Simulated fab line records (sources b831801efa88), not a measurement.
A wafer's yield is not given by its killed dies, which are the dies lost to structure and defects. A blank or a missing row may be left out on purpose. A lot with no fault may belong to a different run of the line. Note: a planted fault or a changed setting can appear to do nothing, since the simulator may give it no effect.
Matching of chambers :: flow gf180mcu :: GF_V5_ETCH_16 on rie-diel-03: 4 sister chambers
The step etches BARC in N2/H2. 4 wafers are shown with their chamber, then 7 later ones without.

== WAFERS, EACH WITH ITS CHAMBER ==
wafer: L677.1
chamber: 0
chamber-pressure-mTorr (mTorr): 30.01

wafer: L677.3
chamber: 1
chamber-pressure-mTorr (mTorr): 30.05

wafer: L678.2
chamber: 2
chamber-pressure-mTorr (mTorr): 30.00

wafer: L678.4
chamber: 3
chamber-pressure-mTorr (mTorr): 30.01

== WAFERS MISSING THEIR CHAMBER ==
wafer: L678.6
chamber-pressure-mTorr (mTorr): 29.99

wafer: L680.2
chamber-pressure-mTorr (mTorr): 30.02

wafer: L680.3
chamber-pressure-mTorr (mTorr): 30.02

wafer: L680.4
chamber-pressure-mTorr (mTorr): 29.95

wafer: L682.1
chamber-pressure-mTorr (mTorr): 30.03

wafer: L682.2
chamber-pressure-mTorr (mTorr): 30.01

wafer: L682.6
chamber-pressure-mTorr (mTorr): 29.98

== WHICH CHAMBER EACH ONE RAN IN ==
wafer: L678.6
from the rows above: can't be placed: 2 or 0 or 3
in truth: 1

wafer: L680.2
from the rows above: can't be placed: 0 or 3 or 2 or 1
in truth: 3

wafer: L680.3
from the rows above: can't be placed: 0 or 3 or 2 or 1
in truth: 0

wafer: L680.4
from the rows above: can't be placed: 2 or 0 or 3
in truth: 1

wafer: L682.1
from the rows above: can't be placed: 0 or 1 or 3 or 2
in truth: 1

wafer: L682.2
from the rows above: can't be placed: 0 or 3 or 2 or 1
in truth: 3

wafer: L682.6
from the rows above: can't be placed: 2 or 0 or 3
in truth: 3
Placed correctly: 0 of 7. Unplaceable from these rows: 7, with the true chamber sitting among the candidates in 5. Number placed wrongly: 0.
How it was worked out, from the rows above alone: a wafer's distance from a chamber is the root of the sum, over the readings, of the square of ((its reading less the chamber's mean) divided by the reading's scatter). If the next closest chamber is less than 2 further off than the closest, the wafer can't be placed; otherwise it belongs to the closest. Each chamber's mean is taken over the wafers shown for it. The scatter (one wafer shown for each chamber): square how far every hidden wafer sits from the nearest shown wafer, average those squares and take the square root.
